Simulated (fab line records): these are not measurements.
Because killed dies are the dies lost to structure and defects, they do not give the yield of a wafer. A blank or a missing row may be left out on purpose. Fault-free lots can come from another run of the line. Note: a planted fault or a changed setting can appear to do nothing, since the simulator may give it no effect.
The tool behind it: which one? || flow sky130 || 13 lots, 38 wafers sampled, at 4 steps of a route of 708

WHAT EACH GAUGE READ, for each wafer
SKY_NWELL_THK_MEAS_02. Usual: NWELL_OXIDATION_THK 10.05 nm, standard deviation 0.22.
{"lot": "L709", "measured": "day 2 14:17", "on": "film-metro-04", "NWELL_OXIDATION_THK (nm)": "9.51 9.73 9.63", "flag": ""}
{"lot": "L710", "measured": "day 2 19:45", "on": "film-metro-04", "NWELL_OXIDATION_THK (nm)": "10.07 9.94 10.08", "flag": ""}
{"lot": "L711", "measured": "day 3 00:03", "on": "film-metro-04", "NWELL_OXIDATION_THK (nm)": "9.90 9.97 9.73", "flag": ""}
{"lot": "L714", "measured": "day 3 20:30", "on": "film-metro-04", "NWELL_OXIDATION_THK (nm)": "10.08 10.19 10.11", "flag": ""}
{"lot": "L715", "measured": "day 4 06:23", "on": "film-metro-03", "NWELL_OXIDATION_THK (nm)": "9.74 9.68 9.83", "flag": ""}
{"lot": "L716", "measured": "day 4 06:23", "on": "film-metro-02", "NWELL_OXIDATION_THK (nm)": "9.94 9.99 10.00", "flag": ""}
{"lot": "L717", "measured": "day 4 11:48", "on": "film-metro-02", "NWELL_OXIDATION_THK (nm)": "10.15 10.19 9.92", "flag": ""}
{"lot": "L718", "measured": "day 4 13:17", "on": "film-metro-02", "NWELL_OXIDATION_THK (nm)": "10.14 10.05 9.88", "flag": ""}
{"lot": "L719", "measured": "day 4 17:22", "on": "film-metro-03", "NWELL_OXIDATION_THK (nm)": "9.79 9.86 9.88", "flag": ""}
{"lot": "L722", "measured": "day 5 14:57", "on": "film-metro-04", "NWELL_OXIDATION_THK (nm)": "9.96 9.83 9.90", "flag": ""}
{"lot": "L727", "measured": "day 6 10:22", "on": "film-metro-04", "NWELL_OXIDATION_THK (nm)": "9.99 9.92 10.13", "flag": ""}
{"lot": "L729", "measured": "day 6 20:23", "on": "film-metro-03", "NWELL_OXIDATION_THK (nm)": "10.36 10.42 10.34", "flag": ""}
{"lot": "L731", "measured": "day 7 05:26", "on": "film-metro-02", "NWELL_OXIDATION_THK (nm)": "10.39 10.16", "flag": ""}

SKY_SD_P_CD_MEAS_07 targets a cd of 380 nm. Usual: cd-nm 380.2 nm, standard deviation 2.9.
{"lot": "L709", "measured": "day 25 07:47", "on": "cd-sem-02", "cd-nm (nm)": "381.1 380.7 380.0", "flag": ""}
{"lot": "L710", "measured": "day 26 01:04", "on": "cd-sem-01", "cd-nm (nm)": "377.5 378.7 378.3", "flag": ""}
{"lot": "L711", "measured": "day 26 04:31", "on": "cd-sem-01", "cd-nm (nm)": "378.0 378.4 374.3", "flag": ""}
{"lot": "L714", "measured": "day 27 20:03", "on": "cd-sem-02", "cd-nm (nm)": "380.5 379.2 381.9", "flag": ""}
{"lot": "L715", "measured": "day 28 08:19", "on": "cd-sem-02", "cd-nm (nm)": "379.6 381.3 380.8", "flag": ""}
{"lot": "L716", "measured": "day 28 06:08", "on": "cd-sem-02", "cd-nm (nm)": "381.5 382.4 384.8", "flag": ""}
{"lot": "L717", "measured": "day 28 16:07", "on": "cd-sem-01", "cd-nm (nm)": "384.9 381.7 383.2", "flag": ""}
{"lot": "L718", "measured": "day 28 17:50", "on": "cd-sem-02", "cd-nm (nm)": "378.5 377.4 377.1", "flag": ""}
{"lot": "L719", "measured": "day 29 04:40", "on": "cd-sem-01", "cd-nm (nm)": "383.8 384.2 382.7", "flag": ""}
{"lot": "L722", "measured": "day 30 08:46", "on": "cd-sem-02", "cd-nm (nm)": "380.9 380.1 382.2", "flag": ""}
{"lot": "L727", "measured": "day 31 16:07", "on": "cd-sem-01", "cd-nm (nm)": "275.4 376.5 379.1", "flag": "OFF"}
{"lot": "L729", "measured": "day 32 06:48", "on": "cd-sem-02", "cd-nm (nm)": "382.0 383.2 380.7", "flag": ""}
{"lot": "L731", "measured": "day 33 01:46", "on": "cd-sem-02", "cd-nm (nm)": "276.3 378.8", "flag": "OFF"}

WHICH TOOL RAN EACH LOT (tool, then ch and the chambers of the sampled wafers, then the start)
{"lot": "L709", "SKY_LDD_N_STRIP_16": "plasma-asher-04 ch 0,1, day 17 15:02", "SKY_SD_P_DEVELOP_06": "litho-track-03 ch 0, day 25 07:39"}
{"lot": "L710", "SKY_LDD_N_STRIP_16": "plasma-asher-04 ch 0,1, day 18 04:35", "SKY_SD_P_DEVELOP_06": "litho-track-03 ch 0, day 26 00:55"}
{"lot": "L711", "SKY_LDD_N_STRIP_16": "plasma-asher-01 ch 0,1, day 18 12:02", "SKY_SD_P_DEVELOP_06": "litho-track-03 ch 0, day 26 04:22"}
{"lot": "L714", "SKY_LDD_N_STRIP_16": "plasma-asher-01 ch 0, day 20 07:02", "SKY_SD_P_DEVELOP_06": "litho-track-02 ch 0, day 27 19:54"}
{"lot": "L715", "SKY_LDD_N_STRIP_16": "plasma-asher-01 ch 0,1, day 20 20:41", "SKY_SD_P_DEVELOP_06": "litho-track-02 ch 0, day 28 08:10"}
{"lot": "L716", "SKY_LDD_N_STRIP_16": "plasma-asher-04 ch 0,1, day 20 18:14", "SKY_SD_P_DEVELOP_06": "litho-track-03 ch 0, day 28 06:00"}
{"lot": "L717", "SKY_LDD_N_STRIP_16": "plasma-asher-01 ch 0,1, day 21 04:25", "SKY_SD_P_DEVELOP_06": "litho-track-03 ch 0, day 28 15:58"}
{"lot": "L718", "SKY_LDD_N_STRIP_16": "plasma-asher-04 ch 0,1, day 21 06:53", "SKY_SD_P_DEVELOP_06": "litho-track-04 ch 0, day 28 17:42"}
{"lot": "L719", "SKY_LDD_N_STRIP_16": "plasma-asher-01 ch 0,1, day 21 17:38", "SKY_SD_P_DEVELOP_06": "litho-track-03 ch 0, day 29 04:31"}
{"lot": "L722", "SKY_LDD_N_STRIP_16": "plasma-asher-04 ch 0,1, day 22 22:38", "SKY_SD_P_DEVELOP_06": "litho-track-03 ch 0, day 30 08:37"}
{"lot": "L727", "SKY_LDD_N_STRIP_16": "plasma-asher-01 ch 0,1, day 24 08:14", "SKY_SD_P_DEVELOP_06": "litho-track-03 ch 0, day 31 15:58"}
{"lot": "L729", "SKY_LDD_N_STRIP_16": "plasma-asher-01 ch 0,1, day 25 02:53", "SKY_SD_P_DEVELOP_06": "litho-track-04 ch 0, day 32 06:40"}
{"lot": "L731", "SKY_LDD_N_STRIP_16": "plasma-asher-04 ch 0,1, day 25 23:47", "SKY_SD_P_DEVELOP_06": "litho-track-03 ch 0, day 33 01:37"}
- SKY_LDD_N_STRIP_16: strips in O2/N2.
- SKY_SD_P_DEVELOP_06: develop time 60 s.

AS READ BY THE TOOLS THEMSELVES (means over the sampled wafers that have a number; for cases with no such wafer, the mark the record gives instead)
SKY_LDD_N_STRIP_16. Usual: drypump-motor-current-A 5.6 A, standard deviation 0.34; n2-flow-sccm 300.1 sccm, standard deviation 0.98; oes-product-au 0.407 a.u., standard deviation 0.0048; strip-time-to-endpoint-s 4.315 s, standard deviation 0.015.
{"lot": "L709", "tool": "plasma-asher-04", "drypump-motor-current-A (A)": 5.7, "n2-flow-sccm (sccm)": 300.6, "oes-product-au (a.u.)": 0.405, "strip-time-to-endpoint-s (s)": 4.296, "flag": ""}
{"lot": "L710", "tool": "plasma-asher-04", "drypump-motor-current-A (A)": 5.7, "n2-flow-sccm (sccm)": 299.4, "oes-product-au (a.u.)": 0.409, "strip-time-to-endpoint-s (s)": 4.315, "flag": ""}
{"lot": "L711", "tool": "plasma-asher-01", "drypump-motor-current-A (A)": 5.4, "n2-flow-sccm (sccm)": 300.0, "oes-product-au (a.u.)": 0.410, "strip-time-to-endpoint-s (s)": 4.317, "flag": ""}
{"lot": "L714", "tool": "plasma-asher-01", "drypump-motor-current-A (A)": 5.2, "n2-flow-sccm (sccm)": 301.1, "oes-product-au (a.u.)": 0.415, "strip-time-to-endpoint-s (s)": 4.330, "flag": ""}
{"lot": "L715", "tool": "plasma-asher-01", "drypump-motor-current-A (A)": 5.3, "n2-flow-sccm (sccm)": 298.5, "oes-product-au (a.u.)": 0.403, "strip-time-to-endpoint-s (s)": 4.309, "flag": ""}
{"lot": "L716", "tool": "plasma-asher-04", "drypump-motor-current-A (A)": 5.7, "n2-flow-sccm (sccm)": 300.0, "oes-product-au (a.u.)": 0.404, "strip-time-to-endpoint-s (s)": 4.313, "flag": ""}
{"lot": "L717", "tool": "plasma-asher-01", "drypump-motor-current-A (A)": 5.3, "n2-flow-sccm (sccm)": 300.4, "oes-product-au (a.u.)": 0.408, "strip-time-to-endpoint-s (s)": 4.327, "flag": ""}
{"lot": "L718", "tool": "plasma-asher-04", "drypump-motor-current-A (A)": 5.7, "n2-flow-sccm (sccm)": 299.9, "oes-product-au (a.u.)": 0.406, "strip-time-to-endpoint-s (s)": 4.301, "flag": ""}
{"lot": "L719", "tool": "plasma-asher-01", "drypump-motor-current-A (A)": 5.3, "n2-flow-sccm (sccm)": 299.9, "oes-product-au (a.u.)": 0.407, "strip-time-to-endpoint-s (s)": 4.299, "flag": ""}
{"lot": "L722", "tool": "plasma-asher-04", "drypump-motor-current-A (A)": 5.7, "n2-flow-sccm (sccm)": 300.3, "oes-product-au (a.u.)": 0.405, "strip-time-to-endpoint-s (s)": 4.324, "flag": ""}
{"lot": "L727", "tool": "plasma-asher-01", "drypump-motor-current-A (A)": 5.4, "n2-flow-sccm (sccm)": 300.2, "oes-product-au (a.u.)": 0.405, "strip-time-to-endpoint-s (s)": 4.327, "flag": ""}
{"lot": "L729", "tool": "plasma-asher-01", "drypump-motor-current-A (A)": 5.4, "n2-flow-sccm (sccm)": 300.8, "oes-product-au (a.u.)": 0.411, "strip-time-to-endpoint-s (s)": 4.310, "flag": ""}
{"lot": "L731", "tool": "plasma-asher-04", "drypump-motor-current-A (A)": 5.7, "n2-flow-sccm (sccm)": 299.8, "oes-product-au (a.u.)": 0.405, "strip-time-to-endpoint-s (s)": 4.303, "flag": ""}

THE ANSWER, worked out from the rows above alone
Rule: a lot counts as off when the mean over its wafers that have a number is more than 3 standard deviations away from the usual mean. A lot without any number at a reading at which 4 lots or more have one is off too. All remaining lots with rows at the step are treated as sound. The gauges are gone through in route order, then the tools' own readings, and for those a lot's mean is taken as printed above. The first step at which some lot is off is used, and at that step the reading that is off furthest; a lot without a number counts as furthest.
Off: L727, L731 (SKY_SD_P_CD_MEAS_07, cd-nm).
If a tool, at a process step before that reading, ran all the lots that are off and no sound lot after the first of them, it fits. Those tools and the gauges at SKY_SD_P_CD_MEAS_07 are tried in the same way. One fits: SKY_SD_P_DEVELOP_06 on litho-track-03. A fault onset in the window from L722 (day 30 08:37, its last sound lot) to L727 (day 31 15:58, its first lot off) fits.

WHAT HAD BEEN PUT IN BY THE SIMULATOR
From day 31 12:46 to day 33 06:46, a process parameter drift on litho-track-03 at SKY_SD_P_DEVELOP_06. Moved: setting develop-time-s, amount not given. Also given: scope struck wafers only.
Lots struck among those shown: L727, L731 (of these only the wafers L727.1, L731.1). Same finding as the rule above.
